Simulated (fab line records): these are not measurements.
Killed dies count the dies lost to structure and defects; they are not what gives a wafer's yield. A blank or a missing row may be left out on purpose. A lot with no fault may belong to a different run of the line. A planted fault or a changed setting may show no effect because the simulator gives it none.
Chamber matching + flow gf180mcu + pecvd-02 running GF_V5_CVD_02: 3 sister chambers
The step deposits SiO2 from TEOS, target thk 1450 nm, time 163.28 s. 16 wafers are shown with their chamber, then 8 later ones without.

== WAFERS, EACH WITH ITS CHAMBER ==
| wafer  | chamber | heaterPowerW (W) |
|--------|---------|------------------|
| L696.1 | 2       | 712              |
| L696.3 | 0       | 653              |
| L696.6 | 0       | 549              |
| L697.4 | 1       | 790              |
| L697.5 | 0       | 535              |
| L697.6 | 2       | 771              |
| L698.2 | 0       | 667              |
| L698.3 | 1       | 638              |
| L698.5 | 0       | 546              |
| L706.2 | 0       | 662              |
| L706.3 | 1       | 710              |
| L706.4 | 2       | 785              |
| L709.1 | 2       | 799              |
| L709.2 | 0       | 664              |
| L709.6 | 2       | 647              |
| L710.1 | 1       | 760              |

SIGNATURES (means of the wafers above)
| reading      | chamber 0 | chamber 1 | chamber 2 | scatter within a chamber |
|--------------|-----------|-----------|-----------|--------------------------|
| heaterPowerW | 610.86    | 724.50    | 742.80    | 64                       |
Rule: distance of a wafer from a chamber = root of the sum over the readings of ((wafer's reading minus chamber's mean) / reading's scatter) squared. The wafer belongs to the nearest chamber; if the next one is less than 2 further off, it can't be placed. How the scatter is found: for the shown wafers, subtract from each reading the mean of its chamber, square and add these, divide the total by (wafers less chambers), then take the root.

== WAFERS MISSING THEIR CHAMBER ==
| wafer  | heaterPowerW (W) |
|--------|------------------|
| L710.2 | 683              |
| L710.5 | 778              |
| L713.1 | 711              |
| L713.5 | 808              |
| L713.6 | 546              |
| L714.1 | 657              |
| L714.3 | 733              |
| L714.4 | 806              |

== WHICH CHAMBER EACH WENT THROUGH ==
| wafer  | from the rows above          | in truth |
|--------|------------------------------|----------|
| L710.2 | can't be placed: 1 or 2 or 0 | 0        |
| L710.5 | can't be placed: 2 or 1      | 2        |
| L713.1 | can't be placed: 1 or 2 or 0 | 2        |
| L713.5 | can't be placed: 2 or 1      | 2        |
| L713.6 | can't be placed: 0 or 1      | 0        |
| L714.1 | can't be placed: 0 or 1 or 2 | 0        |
| L714.3 | can't be placed: 1 or 2 or 0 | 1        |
| L714.4 | can't be placed: 2 or 1      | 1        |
Placed correctly: 0 of 8. Cannot be placed on the basis of these rows: 8; the candidates contain the true chamber in 8. Wrongly placed: 0.
